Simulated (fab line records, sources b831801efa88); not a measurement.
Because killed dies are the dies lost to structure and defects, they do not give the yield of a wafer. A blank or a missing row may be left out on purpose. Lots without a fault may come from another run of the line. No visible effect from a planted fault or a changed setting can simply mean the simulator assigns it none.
Problem report in the 8D (eight disciplines) form, filled by code -- flow gf180mcu -- the parts of the form that need people (team, actions taken, sign-off) are left out

== 1. PROBLEM STATEMENT ==
Wafers free of any fault read 694 (standard deviation 3.5) for VT_IMPLANT_4_TW at GF_VT_IMPLANT_TW_MEAS_43, against a mean of 626 on 2 wafers of 2 lots. That is -20 standard deviations from the usual mean.
Earliest sighting: wafer L989.4 on film_metro-04 at day 12 04:11. The record holds 42 wafers of 14 lots with a number at this step. By rule, "out" or "out of limits" means more than 4 standard deviations away from the usual mean. All remaining wafers that have a number are taken as sound.

== 2. WHAT IT IS, WHAT IT ISN'T ==
question,is,is not
which readings at this step,VT_IMPLANT_4_TW,-
which lots,"L989, L991","L974, L975, L976, L978, L979, L980, L981, L982, L983, L984, L994, L996"
which wafers of those lots,"L989.4, L991.4","L989.2, L989.3, L991.2, L991.3"
read on which gauges,film_metro-04,"film_metro-01, film_metro-02"
when,from day 12 04:11,"up to then (32 sound wafers); but 8 sound wafers of L991, L994, L996 came after"

== 3. WHAT RULES OUT EACH SUSPECT ==
Counting: any tool at a process step up to the reading remains a suspect provided it ran every lot that is out. Sound lots after the first of them don't rule it out here, since some wafers of a struck lot are sound.
- the gauge at GF_VT_IMPLANT_TW_MEAS_43: kept. All the wafers that are out were read on film_metro-04, and no step on other tools shows them out.
- implanter-04 at GF_VT_IMPLANT_IMPLANT_41: kept. Ran every lot that is out, first one L989 (day 12 03:57); last sound lot up to then L981 (day 9 15:50).
Left after counting: implanter-04 at GF_VT_IMPLANT_IMPLANT_41, film_metro-04 at GF_VT_IMPLANT_TW_MEAS_43.

== 4. THE CAUSE (what the simulator had put in) ==
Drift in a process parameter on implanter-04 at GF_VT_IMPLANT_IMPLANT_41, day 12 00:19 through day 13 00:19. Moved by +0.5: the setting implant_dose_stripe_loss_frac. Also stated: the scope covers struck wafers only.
This tool is one of the 2 suspects left after counting.

== 5. SEQUENCE OF EFFECTS, ordered by route ==
Each row: a reading where the mean over the struck wafers with a number is more than 3 standard deviations away from the usual. Readings are gone through only where the record gives a usual standard deviation; hours: the median, over the lots, of the time from a lot's start at the first step in this table giving one to that lot's start at this step; sigmas: the change measured in usual standard deviations.
hours,step,reading,usual,on struck wafers,change,sigmas
0,GF_VT_IMPLANT_TW_MEAS_43,VT_IMPLANT_4_TW,694,626,-68,-20
Later measuring or inspecting steps at which every struck wafer that the step has a row for has a number for every such reading, and none has moved that far: GF_POLY_GATE_THK_MEAS_01, GF_POLY_GATE_CD_MEAS_10.

== 6. HOW IT WOULD HAVE BEEN CAUGHT EARLIER ==
In this record the first reading out of limits at a measuring or inspecting step was taken at day 12 04:11, 4 hours after the fault began at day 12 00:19.
L991, from the lots that are out (2), started GF_VT_IMPLANT_IMPLANT_41 on implanter-04 later than day 12 04:11. Holding the tool at that time would have saved it.
